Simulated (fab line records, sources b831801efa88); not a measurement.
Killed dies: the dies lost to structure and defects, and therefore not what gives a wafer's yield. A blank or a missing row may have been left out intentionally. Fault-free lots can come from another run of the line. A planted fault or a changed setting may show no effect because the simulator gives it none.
fab line records	flow sky130
record: lots: 14	wafers: 42	last-day: 50
route steps=708 shown LDD_LDN@300 LI_CONTACT@385 METAL2@486 VIA2@519 PAD_OPEN@708
lots untouched by any fault: they come from a run of this same line in which no faults occurred
start-h: the number of hours between the record's first day and the start of the first shown wafer of the lot	wait-h: hours elapsed since this lot's preceding step	" identical to the entry in the row above	L1.1+2: a single row standing in for several wafers	- no value, or no start was given	* or withheld: withheld	< > ~ a bound
route shown NAME@n: names a module that has steps shown in the file, with the first one's number in the route	usual: average and standard deviation across the fault-free wafers	same: alike in all rows	chamber/n: place in a boat	sites: the reading at each site	_std_site: how widely they spread, as a standard deviation	_edge_site: the outer-site mean with the inner-site mean subtracted	radius-mm: for every site, how far away it sits from the centre of the wafer	mask NAME#n: copy n	behind: the last tool/chamber to shape the wafer	hold: why the lot went on hold/how many hours it stayed there/how the hold came to an end	device: which transistor (n, p or np) failed to switch	end of line: the route-end tests of the same wafers	a step with no rows: only its recipe	killed: dies lost to structure and defects at the first sort, not the wafer's yield	map: per-die view of a wafer (x killed, . not killed, _ where there is no die)
set.NAME: setting as actually run; set.NAME@STEP: the setting as run at that earlier step	model.NAME: the simulator's own value behind a step, which no gauge read
a sample of lots followed through the steps of the route, with each step as a table and each wafer as a row
services: a tool's chamber out of use, with start hour (start-h, from the record's first day; less than 0 if before it), hours out, and reason
== steps ==
step: SKY_LDD_LDN_IMPLANT_11
recipe: species: As	energy-kev: 15	dose-cm2: 1.25e+13	tilt-deg: withheld	rotation-deg: 293
usual: beam-energy-keV: 14.998/0.0042
same: implant-ion-amu: 75
lot.wafer	tool	chamber	start-h	wait-h	beam-energy-keV
L549.2	implanter-02	0	528.48	0.1	14.994
L549.3	"	0	"	"	14.998
L549.4	"	0	"	"	14.991
L550.1	implanter-03	0	542.16	0.1	14.997
L550.5	"	0	"	"	15.001
L550.6	"	0	"	"	14.999
L551.2	implanter-04	0	543.43	0.1	14.996
L551.5	"	0	"	"	14.994
L551.6	"	0	"	"	14.994
L553.2	implanter-02	0	554.86	0.1	14.998
L553.3	"	0	"	"	14.998
L553.6	"	0	"	"	14.997
L555.1	implanter-02	0	576.64	0.1	14.996
L555.3	"	0	"	"	15.004
L555.4	"	0	"	"	15.009
L557.2	implanter-04	0	591.06	0.1	14.997
L557.4	"	0	"	"	14.995
L557.6	"	0	"	"	14.993
L556.2	implanter-04	0	592.16	0.1	14.992
L556.3	"	0	"	"	15.002
L556.4	"	0	"	"	14.997
L558.3	implanter-03	0	603.14	0.1	14.994
L558.4	"	0	"	"	14.993
L558.5	"	0	"	"	14.990
L560.3	implanter-03	0	636.65	0.1	14.991
L560.5	"	0	"	"	14.997
L560.6	"	0	"	"	14.999
L563.1	implanter-03	0	648.44	0.1	16.491
L563.3	"	0	"	"	16.495
L563.5	"	0	"	"	16.487
L564.2	implanter-02	0	655.10	0.1	15.002
L564.4	"	0	"	"	14.998
L564.5	"	0	"	"	14.999
L565.1	implanter-03	0	666.85	0.1	16.491
L565.2	"	0	"	"	16.493
L565.6	"	0	"	"	16.487
L570.3	implanter-04	0	699.99	0.1	14.997
L570.4	"	0	"	"	14.998
L570.6	"	0	"	"	14.993
L572.2	implanter-02	0	718.76	0.1	15.003
L572.3	"	0	"	"	14.999
L572.5	"	0	"	"	15.005
step: SKY_LI_CONTACT_THK_MEAS_23
recipe: thk-meas-gauge: xrf	reads: W_of_LI_CONTACT_CVD_21
usual: LI_CONTACT_W_THK: 409/7.5
lot.wafer	tool	chamber	start-h	wait-h	LI_CONTACT_W_THK[nm]
L549.2	film-metro-02	-	678.67	0.1	417
L549.3	"	-	"	"	408
L549.4	"	-	"	"	420
L550.1	film-metro-03	-	690.79	0.1	399
L550.5	"	-	"	"	407
L550.6	"	-	"	"	397
L551.2	film-metro-02	-	695.28	0.1	419
L551.5	"	-	"	"	424
L551.6	"	-	"	"	416
L553.2	film-metro-03	-	700.47	0.1	397
L553.3	"	-	"	"	403
L553.6	"	-	"	"	403
L555.1	film-metro-02	-	720.18	0.1	422
L555.3	"	-	"	"	416
L555.4	"	-	"	"	414
L556.2	film-metro-03	-	735.38	0.1	405
L556.3	"	-	"	"	404
L556.4	"	-	"	"	396
L557.2	film-metro-04	-	736.14	0.1	402
L557.4	"	-	"	"	411
L557.6	"	-	"	"	400
L558.3	film-metro-04	-	743.76	0.1	404
L558.4	"	-	"	"	410
L558.5	"	-	"	"	401
L560.3	film-metro-04	-	776.44	0.1	414
L560.5	"	-	"	"	409
L560.6	"	-	"	"	417
L563.1	film-metro-02	-	785.45	0.1	407
L563.3	"	-	"	"	414
L563.5	"	-	"	"	408
L564.2	film-metro-03	-	791.22	0.1	400
L564.4	"	-	"	"	399
L564.5	"	-	"	"	404
L565.1	film-metro-03	-	803.20	0.1	404
L565.2	"	-	"	"	412
L565.6	"	-	"	"	410
L570.3	film-metro-03	-	836.17	0.1	408
L570.4	"	-	"	"	397
L570.6	"	-	"	"	405
L572.2	film-metro-04	-	857.99	0.1	417
L572.3	"	-	"	"	414
L572.5	"	-	"	"	416
step: SKY_METAL2_SPUTTER_03
recipe: material: Ti	target-thk-nm: 5	power-w: 3000	time-s: 3.3	chamber-pressure-pa: 0.4
usual: throttle-valve-pct: 29.5/0.93
lot.wafer	tool	chamber	start-h	wait-h	throttle-valve-pct
L549.2	pvd-sputter-02	-	788.01	0.0	31.0
L549.3	"	-	"	"	31.3
L549.4	"	-	"	"	30.7
L550.1	pvd-sputter-03	-	804.24	0.0	28.9
L550.5	"	-	"	"	28.8
L550.6	"	-	"	"	28.9
L551.2	pvd-sputter-03	-	807.97	0.0	29.0
L551.5	"	-	"	"	28.8
L551.6	"	-	"	"	28.5
L553.2	pvd-sputter-03	-	812.79	0.0	28.6
L553.3	"	-	"	"	28.9
L553.6	"	-	"	"	28.8
L555.1	pvd-sputter-02	-	833.22	0.0	31.4
L555.3	"	-	"	"	30.4
L555.4	"	-	"	"	31.4
L556.2	pvd-sputter-03	-	847.77	0.0	28.8
L556.3	"	-	"	"	28.8
L556.4	"	-	"	"	28.6
L557.2	pvd-sputter-02	-	849.75	0.0	31.0
L557.4	"	-	"	"	31.0
L557.6	"	-	"	"	30.5
L558.3	pvd-sputter-04	-	857.10	0.0	29.1
L558.4	"	-	"	"	29.1
L558.5	"	-	"	"	29.4
L560.3	pvd-sputter-04	-	890.00	0.0	29.3
L560.5	"	-	"	"	30.4
L560.6	"	-	"	"	28.9
L563.1	pvd-sputter-02	-	899.73	0.0	31.1
L563.3	"	-	"	"	30.6
L563.5	"	-	"	"	31.4
L564.2	pvd-sputter-03	-	905.10	0.0	28.8
L564.4	"	-	"	"	28.6
L564.5	"	-	"	"	28.8
L565.1	pvd-sputter-02	-	916.85	0.0	30.1
L565.2	"	-	"	"	31.2
L565.6	"	-	"	"	31.1
L570.3	pvd-sputter-04	-	949.18	0.0	29.3
L570.4	"	-	"	"	28.9
L570.6	"	-	"	"	29.8
L572.2	pvd-sputter-03	-	967.55	0.0	28.9
L572.3	"	-	"	"	28.7
L572.5	"	-	"	"	28.8
step: SKY_VIA2_CD_MEAS_12
recipe: target-cd-nm: 200
usual: cd-nm: 200.1/1.4
lot.wafer	tool	chamber	start-h	wait-h	cd-nm
L549.2	cd-sem-02	-	843.92	-	201.3
L549.3	"	-	"	"	201.9
L549.4	"	-	"	"	201.9
L550.1	cd-sem-01	-	859.11	-	201.2
L550.5	"	-	"	"	199.4
L550.6	"	-	"	"	200.3
L551.2	cd-sem-02	-	863.13	-	201.2
L551.5	"	-	"	"	202.4
L551.6	"	-	"	"	201.4
L553.2	cd-sem-01	-	868.06	-	199.4
L553.3	"	-	"	"	198.3
L553.6	"	-	"	"	198.8
L555.1	cd-sem-01	-	889.00	-	200.9
L555.3	"	-	"	"	200.8
L555.4	"	-	"	"	200.9
L556.2	cd-sem-01	-	902.87	-	201.4
L556.3	"	-	"	"	201.3
L556.4	"	-	"	"	201.0
L557.2	cd-sem-02	-	905.37	-	199.1
L557.4	"	-	"	"	199.5
L557.6	"	-	"	"	198.8
L558.3	cd-sem-02	-	912.08	-	199.6
L558.4	"	-	"	"	199.0
L558.5	"	-	"	"	198.2
L560.3	cd-sem-02	-	943.78	-	198.4
L560.5	"	-	"	"	199.6
L560.6	"	-	"	"	199.4
L563.1	cd-sem-01	-	952.66	-	199.8
L563.3	"	-	"	"	199.3
L563.5	"	-	"	"	197.4
L564.2	cd-sem-02	-	956.66	-	198.7
L564.4	"	-	"	"	200.3
L564.5	"	-	"	"	200.7
L565.1	cd-sem-02	-	966.64	-	199.0
L565.2	"	-	"	"	198.4
L565.6	"	-	"	"	200.0
L570.3	cd-sem-01	-	998.33	-	199.8
L570.4	"	-	"	"	200.3
L570.6	"	-	"	"	200.7
L572.2	cd-sem-01	-	1015.93	-	201.9
L572.3	"	-	"	"	202.5
L572.5	"	-	"	"	203.2
step: SKY_PAD_OPEN_PROBE_99
usual: killed_at_M0_to_M3: 43/7	killed_at_M4_up: 3.5/1.9	killed-at-contacts: 24/5.3	killed-at-front-end: 15/4.4	killed-at-other: 0.3/0.69	killed-dies: 87/9.7	killed-open: 48/7	killed-short: 39/6.4
same: gross-dies: 492	killed-at-back-side: 0
lot.wafer	tool	chamber	start-h	wait-h	killed_at_M0_to_M3	killed_at_M4_up	killed-at-contacts	killed-at-front-end	killed-at-other	killed-dies	killed-open	killed-short
L558.3	prober-01	-	1124.47	0.2	52	6	26	17	0	101	60	41
L558.4	prober-01	-	1124.52	0.2	40	2	37	17	0	96	42	53
L558.5	prober-01	-	1124.57	0.2	31	3	19	18	0	71	32	38
L560.3	prober-01	-	1146.48	0.2	51	1	25	19	4	100	62	35
L560.5	prober-01	-	1146.58	0.2	37	3	26	18	2	86	38	46
L560.6	prober-01	-	1146.63	0.2	42	3	30	15	0	90	53	37
killed by level:class
L558.3 VIA1:geometric-particle:open=13 CONTACT:geometric-particle:open=12 VIA2:geometric-particle:open=10 VIA3:geometric-particle:open=8 LI_CONTACT:geometric-particle:open=6 POLY_GATE:geometric-particle:open=5 METAL4:geometric-particle:short=5 METAL1:geometric-particle:short=5
L558.4 METAL1:geometric-particle:short=12 CONTACT:geometric-particle:open=9 CONTACT:geometric-particle:short=9 LOCAL_INTERCONNECT:geometric-particle:short=8 LI_CONTACT:geometric-particle:open=7 VIA1:geometric-particle:open=7 POLY_GATE:geometric-particle:short=5 VIA3:geometric-particle:open=5
L558.5 CONTACT:geometric-particle:open=11 POLY_GATE:geometric-particle:short=6 METAL1:geometric-particle:short=5 VIA1:geometric-particle:short=5 METAL2:geometric-particle:short=5 FIELD_ISO:geometric-particle:open=4 VIA2:geometric-particle:short=4 VIA2:geometric-particle:open=4
L560.3 VIA1:geometric-particle:open=13 CONTACT:geometric-particle:open=11 FIELD_ISO:geometric-particle:open=8 LI_CONTACT:geometric-particle:open=7 VIA3:geometric-particle:open=6 VIA2:geometric-particle:open=6 VIA1:geometric-particle:short=5 FIELD_ISO:geometric-particle:short=4
L560.5 CONTACT:geometric-particle:open=12 VIA1:geometric-particle:open=9 VIA3:geometric-particle:short=8 FIELD_ISO:geometric-particle:short=7 CONTACT:geometric-particle:short=6 METAL1:geometric-particle:short=5 FIELD_ISO:geometric-particle:open=4 METAL2:geometric-particle:short=4
L560.6 LI_CONTACT:geometric-particle:open=8 CONTACT:geometric-particle:open=8 VIA1:geometric-particle:open=8 VIA2:geometric-particle:open=8 VIA3:geometric-particle:open=8 FIELD_ISO:geometric-particle:short=6 CONTACT:geometric-particle:short=6 FIELD_ISO:geometric-particle:open=4
== services ==
tool	chamber	start-h	hours	kind
implanter-02	-	540.06	6.4	pm
pvd-sputter-03	-	557.62	2.3	repair
implanter-04	-	575.97	1.9	repair
implanter-03	-	588.71	4.8	pm
implanter-04	-	593.32	3.0	repair
pvd-sputter-03	-	633.34	3.3	repair
pvd-sputter-02	-	639.54	1.8	repair
implanter-04	-	653.44	3.2	repair
implanter-04	-	675.37	7.0	pm
implanter-04	-	706.73	15.4	repair
implanter-03	-	719.14	3.7	pm
implanter-03	-	739.19	23.6	pm
implanter-04	-	739.27	2.4	repair
implanter-02	-	755.70	2.3	repair
pvd-sputter-03	-	763.95	10.5	repair
pvd-sputter-02	-	777.75	1.7	repair
pvd-sputter-03	-	806.33	1.3	repair
implanter-02	-	836.16	1.4	repair
implanter-02	-	844.27	2.5	repair
pvd-sputter-02	-	860.05	1.9	repair
implanter-02	-	871.57	13.6	repair
implanter-03	-	883.07	2.7	repair
implanter-03	-	925.24	1.3	repair
implanter-03	-	947.40	2.0	repair
== key ==
first-sign: step: SKY_LDD_LDN_IMPLANT_11	reading: beam-energy-keV	direction: up	sigmas: 99+	usual: *	struck: *
effect none on later readings
met-at SKY_LDD_LDN_IMPLANT_11
struck-lots L563,L565
tester-left-out L563,L565
not-acting-at SKY_LI_CONTACT_THK_MEAS_23,SKY_METAL2_SPUTTER_03,SKY_VIA2_CD_MEAS_12
onset-between 636.65 648.44
fault: kind: process-parameter-drift	tool: implanter-03	chamber: -	onset-h: 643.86	steps: SKY_LDD_LDN_IMPLANT_11	channel: energy-kev	offset: *	shape: step	end-h: 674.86	acts-in: *	stated: *
tester-left-out: of these lots the tester's yield and bins aren't shown, on N5 and GAA mostly nor the transistor test; their killed dies are dies lost to structure and defects alone, not to doping, threshold or leakage, so they don't give the yield
